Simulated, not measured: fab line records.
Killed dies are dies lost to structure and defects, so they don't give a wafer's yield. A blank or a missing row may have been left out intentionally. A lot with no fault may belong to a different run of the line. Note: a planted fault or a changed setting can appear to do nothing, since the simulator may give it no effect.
Struck lot and sound lot, side by side | flow gf180mcu | 32 out of 602 route steps
Sound: these wafers, L640.4, L640.5, L640.6. Struck: wafers L646.2, L646.3, L646.4. The cause is given at the end.
For every step that has rows: the tool of each side, followed by ch and its chambers, followed by its first start. Under that, the readings that differ: sound wafers | struck wafers | difference of the means | sigmas: that difference in standard deviations of wafers without a fault.
alike: same words and numbers on both sides, and readings whose means sit less than 2 such deviations apart. not compared: any withheld reading, any reading some wafer has no value for, any bound like >300 that may hide the same value, and any number with overlapping values for which the record gives no deviation.
Wherever a step has rows on one side only, a row that says differs or no value, or a row with sigmas, the two part there. Numbers that don't overlap but have no deviation are shown without sigmas and don't part them. Lack of a reading on every wafer of one side parts them only where that side has two or more wafers.

first, 8 steps without rows for these wafers: GF_M3_SPUTTER_04 (material TiN, target thk 50 nm, time 41.7 s); GF_M3_DEHYDRATE_07 (time 60 s); GF_M3_HMDS_08 (prime time 60 s); GF_M3_COAT_09 (resist thk 1000 nm); GF_M3_SOFTBAKE_10 (time 60 s); GF_M3_EXPOSE_11 (exposes mask Metal3, target cd 280 nm); GF_M3_PEB_12 (peb time 90 s); GF_M3_DEVELOP_13 (develop time 60 s).
GF_M3_METAL_ETCH_16: etches the open film in Cl2/BCl3, stops on SiO2, target depth 750.8 nm, time 125.1 s.
  sound on rie metal-02 ch 0,1, day 26 05:47; struck on rie metal-02 ch 0,1, day 27 22:26
  alike: drypump motor current A, oes product au, throttle valve pct
  not compared: rf hours counter h
then, 22 steps without rows for these wafers: GF_M3_STRIP_17 (strips in O2/N2); GF_M3_STRIP_18 (strips in post etch residue remover, time 1200 s); GF_M3_CLEAN_19 (cleans in DIW); GF_V3_CVD_00 (deposits SiO2, target thk 600 nm, time 100 s); GF_V3_CVD_02 (deposits SiO2 from TEOS, target thk 850 nm, time 94.851 s); GF_V3_CMP_04 (polishes SiO2); GF_V3_DEHYDRATE_06 (time 60 s); GF_V3_HMDS_07 (prime time 60 s); GF_V3_COAT_08; GF_V3_COAT_09 (resist thk 1000 nm); GF_V3_SOFTBAKE_10 (time 60 s); GF_V3_EXPOSE_11 (exposes mask Via3, target cd 260 nm); GF_V3_PEB_12 (peb time 94.18 s); GF_V3_DEVELOP_13 (develop time 60 s); GF_V3_ETCH_16 (etches BARC in N2/H2); GF_V3_ETCH_17 (etches SiO2 in C4F8/O2/Ar, stops on TiN, target depth 635 nm); GF_V3_STRIP_18 (strips in O2/N2); GF_V3_STRIP_19 (strips in post etch residue remover, time 1200 s); GF_V3_CLEAN_20 (cleans in DIW); GF_V3_SPUTTER_21 (material Ti, target thk 15 nm, time 80.02 s); GF_V3_SPUTTER_22 (material TiN, target thk 10 nm, time 40 s); GF_V3_CVD_23 (deposits W, target thk 350 nm, time 104.9 s).
-- the record jumps here: 6 days lie between the struck wafers' starts before and after (it left off in module V3 and takes up again in module PASSIVATION, whose first step shown is number 602 of the route) --
GF_PASSIVATION_PROBE_99:
  the record has rows for the struck wafers here (prober-01, day 34 02:34) and none for the sound ones

WHERE THEY PART
Only at GF_PASSIVATION_PROBE_99, within this record.

WHY: what the simulator had put in
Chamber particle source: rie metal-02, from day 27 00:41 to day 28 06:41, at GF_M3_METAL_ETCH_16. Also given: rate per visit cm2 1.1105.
